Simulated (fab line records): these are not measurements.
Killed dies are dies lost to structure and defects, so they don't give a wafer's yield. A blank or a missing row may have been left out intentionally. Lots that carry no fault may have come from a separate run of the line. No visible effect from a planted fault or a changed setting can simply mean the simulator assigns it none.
Which tool did it? ; flow sky130 ; 12 lots, 36 wafers sampled, at 5 steps of a route of 708

## WHAT THE GAUGES SHOWED, per wafer
The record lacks any reading of a measuring or inspecting step that a usual standard deviation could be used to judge.

## WHAT TOOL EACH LOT RAN ON (gives the tool, then ch and the chambers of the sampled wafers, and finally the start)
lot;SKY_VIA4_SPUTTER_17;SKY_METAL5_SPUTTER_04;SKY_PASSIVATION_CVD_02;SKY_PASSIVATION_ETCH_11;SKY_PAD_OPEN_PROBE_99
L950;pvd-sputter-03, day 42 01:40;pvd-sputter-04, day 42 02:29;pecvd-02 ch 0,1, day 43 02:10;rie-diel-03 ch 0,1,3, day 44 00:29;prober-01, day 45 00:40
L951;pvd-sputter-01, day 42 12:01;pvd-sputter-04, day 42 12:50;pecvd-03 ch 0,1,2, day 43 12:22;rie-diel-04 ch 0,1, day 44 10:41;prober-02, day 45 10:32
L954;pvd-sputter-01, day 43 19:37;pvd-sputter-02, day 43 20:26;pecvd-02 ch 0,1,2, day 44 19:05;rie-diel-01 ch 0,1,2, day 45 16:34;prober-01, day 46 15:28
L955;pvd-sputter-02, day 44 09:25;pvd-sputter-01, day 44 10:13;pecvd-03 ch 0,2, day 45 08:24;rie-diel-04 ch 1,2, day 46 04:10;prober-02, day 47 03:04
L958;pvd-sputter-02, day 45 00:43;pvd-sputter-01, day 45 01:32;pecvd-04 ch 0,1,2, day 45 23:24;rie-diel-03 ch 1,2,3, day 46 19:28;prober-01, day 47 17:11
L960;pvd-sputter-03, day 45 09:43;pvd-sputter-04, day 45 10:32;pecvd-04 ch 1,2, day 46 08:28;rie-diel-04 ch 0,1,3, day 47 05:01;prober-02, day 48 03:07
L959;pvd-sputter-03, day 45 12:23;pvd-sputter-04, day 45 13:11;pecvd-03 ch 0,1, day 46 10:48;rie-diel-03 ch 0,3, day 47 06:41;prober-01, day 48 04:34
L961;pvd-sputter-02, day 45 12:36;pvd-sputter-02, day 45 13:25;pecvd-02 ch 0,2, day 46 11:14;rie-diel-04 ch 0,1,3, day 47 07:16;prober-02, day 48 05:04
L962;pvd-sputter-02, day 45 20:55;pvd-sputter-01, day 45 21:44;pecvd-03 ch 0,1,2, day 46 19:46;rie-diel-03 ch 0,1,3, day 47 15:28;prober-01, day 48 13:15
L964;pvd-sputter-01, day 46 07:19;pvd-sputter-02, day 46 08:08;pecvd-03 ch 1,2, day 47 05:14;rie-diel-01 ch 0,1,2, day 48 00:56;prober-01, day 48 20:56
L972;pvd-sputter-02, day 48 18:39;pvd-sputter-04, day 48 19:44;pecvd-03 ch 0,1,2, day 49 13:52;rie-diel-03 ch 0,1,3, day 50 05:58;prober-02, day 50 23:51
L973;pvd-sputter-02, day 48 23:14;pvd-sputter-02, day 49 00:14;pecvd-02 ch 0,1,2, day 49 18:25;rie-diel-04 ch 0,2,3, day 50 10:23;prober-02, day 51 04:23
- SKY_VIA4_SPUTTER_17: material TiN, target thk 20 nm, time 80 s.
- SKY_METAL5_SPUTTER_04: material TiN, target thk 70 nm, time 58.3 s.
- SKY_PASSIVATION_CVD_02: deposits Si3N4, target thk 540 nm.
- SKY_PASSIVATION_ETCH_11: etches the open film in CF4/O2, stops on AlCu, target depth 725 nm, time 161.1 s.
- SKY_PAD_OPEN_PROBE_99

## WHAT THE TOOLS THEMSELVES READ (means of the sampled wafers that have a number; where no wafer has one, the mark that the record gives instead)
SKY_VIA4_SPUTTER_17.
lot;tool;throttle-valve-pct (%)
L950;pvd-sputter-03;30.2
L951;pvd-sputter-01;30.2
L954;pvd-sputter-01;30.2
L955;pvd-sputter-02;29.9
L958;pvd-sputter-02;28.7
L960;pvd-sputter-03;29.8
L959;pvd-sputter-03;30.8
L961;pvd-sputter-02;29.9
L962;pvd-sputter-02;29.7
L964;pvd-sputter-01;30.3
L972;pvd-sputter-02;29.5
L973;pvd-sputter-02;29.9

SKY_METAL5_SPUTTER_04.
lot;tool;throttle-valve-pct (%)
L950;pvd-sputter-04;31.4
L951;pvd-sputter-04;31.3
L954;pvd-sputter-02;29.5
L955;pvd-sputter-01;30.3
L958;pvd-sputter-01;30.5
L960;pvd-sputter-04;31.1
L959;pvd-sputter-04;30.0
L961;pvd-sputter-02;28.9
L962;pvd-sputter-01;30.1
L964;pvd-sputter-02;30.2
L972;pvd-sputter-04;30.9
L973;pvd-sputter-02;29.6

SKY_PASSIVATION_CVD_02.
lot;tool;heater-power-outer-w (W);heater-power-w (W)
L950;pecvd-02;423;750
L951;pecvd-03;544;903
L954;pecvd-02;391;695
L955;pecvd-03;516;926
L958;pecvd-04;428;679
L960;pecvd-04;408;651
L959;pecvd-03;513;871
L961;pecvd-02;348;631
L962;pecvd-03;519;870
L964;pecvd-03;582;950
L972;pecvd-03;505;852
L973;pecvd-02;410;725

SKY_PASSIVATION_ETCH_11.
lot;tool;drypump-motor-current-A (A);oes-product-au (a.u.);throttle-valve-pct (%)
L950;rie-diel-03;5.3;0.979;5.955
L951;rie-diel-04;5.3;0.972;5.961
L954;rie-diel-01;5.5;0.980;5.969
L955;rie-diel-04;4.7;0.968;5.966
L958;rie-diel-03;5.5;0.977;5.962
L960;rie-diel-04;5.7;0.982;5.963
L959;rie-diel-03;5.0;0.973;5.967
L961;rie-diel-04;5.7;0.976;5.961
L962;rie-diel-03;5.3;0.982;5.972
L964;rie-diel-01;5.4;0.974;5.966
L972;rie-diel-03;5.3;0.968;5.959
L973;rie-diel-04;5.6;0.971;5.957

SKY_PAD_OPEN_PROBE_99.
lot;tool;defect-limited-yield (%);killed_at_M0_to_M3;killed_at_M4_up;killed-at-contacts;killed-at-front-end;killed-at-other;killed-dies;killed-open;killed-short;sort_bin_3_pad_short (%);sort_bin_5_function (%);sort_bin_6_memory (%);sort-n-pass;sort-yield-pct (%)
L950;prober-01;81.1;44;2.7;29;17;0.3;93;50;43;0.8;11.0;7.1;399;81.1
L951;prober-02;83.6;46;4.7;18;12;0.0;81;43;38;0.8;9.5;6.0;411;83.6
L954;prober-01;83.0;46;1.7;19;17;0.0;84;47;37;1.0;10.5;5.4;408;83.0
L955;prober-02;81.2;46;2.0;25;19;0.0;92;53;39;1.1;11.2;6.5;400;81.2
L958;prober-01;84.1;40;3.0;25;10;0.0;78;41;37;1.1;9.3;5.4;414;84.1
L960;prober-02;82.0;51;4.7;21;13;0.0;89;51;37;0.9;11.7;5.4;403;82.0
L959;prober-01;81.4;42;3.7;30;15;0.3;91;45;46;0.9;10.5;7.1;401;81.4
L961;prober-02;83.0;41;3.3;27;12;0.0;84;42;42;1.1;8.8;7.1;408;83.0
L962;prober-01;83.4;37;2.0;26;17;0.3;82;47;35;0.5;10.7;5.4;410;83.4
L964;prober-01;83.7;41;2.3;23;14;0.0;80;46;35;0.7;10.2;5.5;412;83.7
L972;prober-02;75.4;37;46.7;24;12;0.7;121;44;33;2.8;15.2;6.6;371;75.4
L973;prober-02;75.2;41;50.3;19;12;0.0;122;41;34;2.3;15.3;7.1;370;75.2

## THE ANSWER, worked out from the rows above alone
Rule: the usual values come from the lots themselves. Put in order of their means at a reading, lots are off if they are a third of the lots or fewer, leave a main group of 4 or more, and stand apart from it by a gap of 3 or more times the standard deviation of the main group's means; of several such gaps the widest counts. Not used: any main group whose means are identical at the precision the tables above print for the reading. Also off: a lot with no number at a reading for which 4 or more lots have one. All remaining lots with rows at the step are treated as sound. First the gauges in route order, then the tools' own readings, where a lot's mean is used as printed above. At the first step where some lot is off, the reading lying furthest off is the one used; lots without a number count as furthest.
Off at SKY_PAD_OPEN_PROBE_99 (killed_at_M4_up): L972, L973. The main group has a mean of 3.0 with a standard deviation of 1.
A tool fits if, at that step or a process step before it, it ran every lot that is off, and no sound lot after the first of them. Can't be told from this: 2 tools fit, pvd-sputter-02 at SKY_VIA4_SPUTTER_17, prober-02 at SKY_PAD_OPEN_PROBE_99.

## WHAT HAD BEEN PUT IN BY THE SIMULATOR
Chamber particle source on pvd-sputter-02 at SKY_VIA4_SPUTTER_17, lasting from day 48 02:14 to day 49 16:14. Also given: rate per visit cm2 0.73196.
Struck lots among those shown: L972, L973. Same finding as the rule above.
